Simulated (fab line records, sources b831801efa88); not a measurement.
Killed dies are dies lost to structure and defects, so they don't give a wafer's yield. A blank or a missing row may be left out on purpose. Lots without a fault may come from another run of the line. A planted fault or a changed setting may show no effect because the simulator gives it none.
A struck lot beside a sound one | flow gf180mcu | 43 steps out of a route of 602
Sound: wafers L510.1, L510.4, L510.6. Struck: wafers L530.4, L530.5, L530.6. The cause comes at the end.
At each step with rows: each side's tool, then ch and its chambers, then its first start. Under that, the readings that differ: sound wafers | struck wafers | difference of the means | sigmas: that difference in standard deviations of wafers without a fault.
alike: readings whose means differ by less than 2 such deviations, and words and numbers that are the same on both sides. not compared: withheld readings, readings that some wafer has no value for, bounds like >300 that may hide the same value, and numbers for which the record gives no deviation and whose values overlap.
The two part at a step that has a row with sigmas, a row that says differs or no value, or rows on one side only. Numbers that don't overlap but have no deviation are shown without sigmas and don't part them. A reading that every wafer of one side lacks parts them only if that side has two wafers or more.

first, 2 steps without rows for these wafers: GF_LVPWELL_IMPLANT_08; GF_LVPWELL_IMPLANT_09.
GF_LVPWELL_STRIP_10: strips in O2/N2.
  sound on plasma_asher-04 ch 0,1, day 4 16:25; struck on plasma_asher-01 ch 0,1, day 9 08:12
  alike: chamber_pressure_mTorr, drypump_motor_current_A, heater_power_w, oes_product_au, strip_time_to_endpoint_s
  not compared: rf_hours_counter_h
GF_LVPWELL_TW_MEAS_11:
  sound on film_metro-01, day 4 16:31; struck on film_metro-03, day 9 08:18
  alike: LVPWELL_TW
then, 7 steps without rows for these wafers: GF_MVSD_DEHYDRATE_00 (time 60 s); GF_MVSD_HMDS_01 (prime time 60 s); GF_MVSD_COAT_02 (resist thk 3000 nm); GF_MVSD_SOFTBAKE_03; GF_MVSD_EXPOSE_04 (exposes mask MVSD, target cd 1000 nm); GF_MVSD_PEB_05; GF_MVSD_DEVELOP_06 (develop time 60 s).
GF_MVSD_OVL_MEAS_07:
  sound on overlay-02, day 5 06:20; struck on overlay-02, day 10 02:08
  alike: MVSD_OVL
GF_MVSD_IMPLANT_08:
  sound on implanter-03 ch 0, day 5 06:22; struck on implanter-02 ch 0, day 10 02:14
  reading            | sound                            | struck                        | difference | sigmas
  dose_ions_cm2      | 1.6019e+13 1.5996e+13 1.6012e+13 | 5.931e+12 5.908e+12 5.924e+12 | -1.009e+13 | -99 or more
  faraday_current_uA | 89.9 91.9 92.5                   | 32.2 33.9 33.0                | -58.4      | -32
then, 1 step without rows for these wafers: GF_MVSD_IMPLANT_09.
GF_MVSD_STRIP_10: strips in O2/N2.
  sound on plasma_asher-02 ch 1, day 5 06:40; struck on plasma_asher-02 ch 0,1, day 10 02:29
  alike: chamber_pressure_mTorr, drypump_motor_current_A, heater_power_w, oes_product_au, strip_time_to_endpoint_s
  not compared: rf_hours_counter_h
GF_MVSD_TW_MEAS_11:
  sound on film_metro-01, day 5 06:46; struck on film_metro-03, day 10 02:49
  reading | sound          | struck         | difference | sigmas
  MVSD_TW | 1577 1586 1579 | 1230 1232 1235 | -348       | -35
  not compared: hold
then, 6 steps without rows for these wafers: GF_MVPSD_HMDS_01 (prime time 60 s); GF_MVPSD_COAT_02 (resist thk 3000 nm); GF_MVPSD_SOFTBAKE_03; GF_MVPSD_EXPOSE_04 (exposes mask MVPSD, target cd 1000 nm); GF_MVPSD_PEB_05; GF_MVPSD_DEVELOP_06 (develop time 60 s).
GF_MVPSD_OVL_MEAS_07:
  sound on overlay-02, day 5 21:13; struck on overlay-01, day 10 21:26
  alike: MVPSD_OVL
then, 2 steps without rows for these wafers: GF_MVPSD_IMPLANT_08; GF_MVPSD_IMPLANT_09.
GF_MVPSD_STRIP_10: strips in O2/N2.
  sound on plasma_asher-02 ch 0,1, day 5 21:33; struck on plasma_asher-02 ch 0,1, day 10 21:47
  reading                      | sound             | struck            | difference | sigmas
  strip_time_to_endpoint_s (s) | 36.78 36.77 36.72 | 36.98 37.00 36.96 | +0.22      | +2
  alike: chamber_pressure_mTorr, drypump_motor_current_A, heater_power_w, oes_product_au
  not compared: rf_hours_counter_h
GF_MVPSD_TW_MEAS_11:
  sound on film_metro-03, day 5 21:39; struck on film_metro-03, day 10 21:53
  alike: MVPSD_TW
then, 7 steps without rows for these wafers: GF_VT_IMPLANT_DEHYDRATE_00 (time 60 s); GF_VT_IMPLANT_HMDS_01 (prime time 60 s); GF_VT_IMPLANT_COAT_02 (resist thk 1000 nm); GF_VT_IMPLANT_SOFTBAKE_03 (time 60 s); GF_VT_IMPLANT_EXPOSE_04 (exposes mask LVPWELL LV AREA, target cd 600 nm); GF_VT_IMPLANT_PEB_05; GF_VT_IMPLANT_DEVELOP_06 (develop time 60 s).
GF_VT_IMPLANT_OVL_MEAS_07:
  sound on overlay-02, day 6 11:40; struck on overlay-01, day 11 16:59
  alike: VT_IMPLANT_OVL
then, 1 step without rows for these wafers: GF_VT_IMPLANT_IMPLANT_08.
GF_VT_IMPLANT_STRIP_09: strips in O2/N2.
  sound on plasma_asher-04 ch 0,1, day 6 11:51; struck on plasma_asher-02 ch 0,1, day 11 17:11
  reading                     | sound       | struck      | difference | sigmas
  drypump_motor_current_A (A) | 5.4 5.6 5.5 | 6.3 6.3 6.6 | +0.9       | +2
  alike: chamber_pressure_mTorr, heater_power_w, oes_product_au, strip_time_to_endpoint_s
  not compared: rf_hours_counter_h
GF_VT_IMPLANT_TW_MEAS_10:
  sound on film_metro-02, day 6 11:57; struck on film_metro-02, day 11 17:17
  alike: VT_IMPLANT_TW
then, 3 steps without rows for these wafers: GF_VT_IMPLANT_DEHYDRATE_11 (time 60 s); GF_VT_IMPLANT_HMDS_12 (prime time 60 s); GF_VT_IMPLANT_COAT_13 (resist thk 1000 nm).
-- the record jumps here: 3 days lie between the struck wafers' starts before and after --
GF_VT_IMPLANT_RS_MEAS_46: measures by four-point-probe.
  sound on film_metro-04, day 8 13:22; struck on film_metro-04, day 14 06:03
  reading          | sound             | struck            | difference | sigmas
  MVSD_RS (ohm/sq) | 457.1 457.2 458.8 | 744.8 745.3 746.3 | +287.8     | +99 or more
  not compared: hold
GF_PASSIVATION_PROBE_99:
  the record has rows for the sound wafers here (prober-01, day 30 08:19) and none for the struck ones

WHERE THEY PART
First at GF_MVSD_IMPLANT_08; last, within this record, at GF_PASSIVATION_PROBE_99.

WHY: what the simulator had put in
Process parameter drift: implanter-02, from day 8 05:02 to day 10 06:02, at GF_MVSD_IMPLANT_08. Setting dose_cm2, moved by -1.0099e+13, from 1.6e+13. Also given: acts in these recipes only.
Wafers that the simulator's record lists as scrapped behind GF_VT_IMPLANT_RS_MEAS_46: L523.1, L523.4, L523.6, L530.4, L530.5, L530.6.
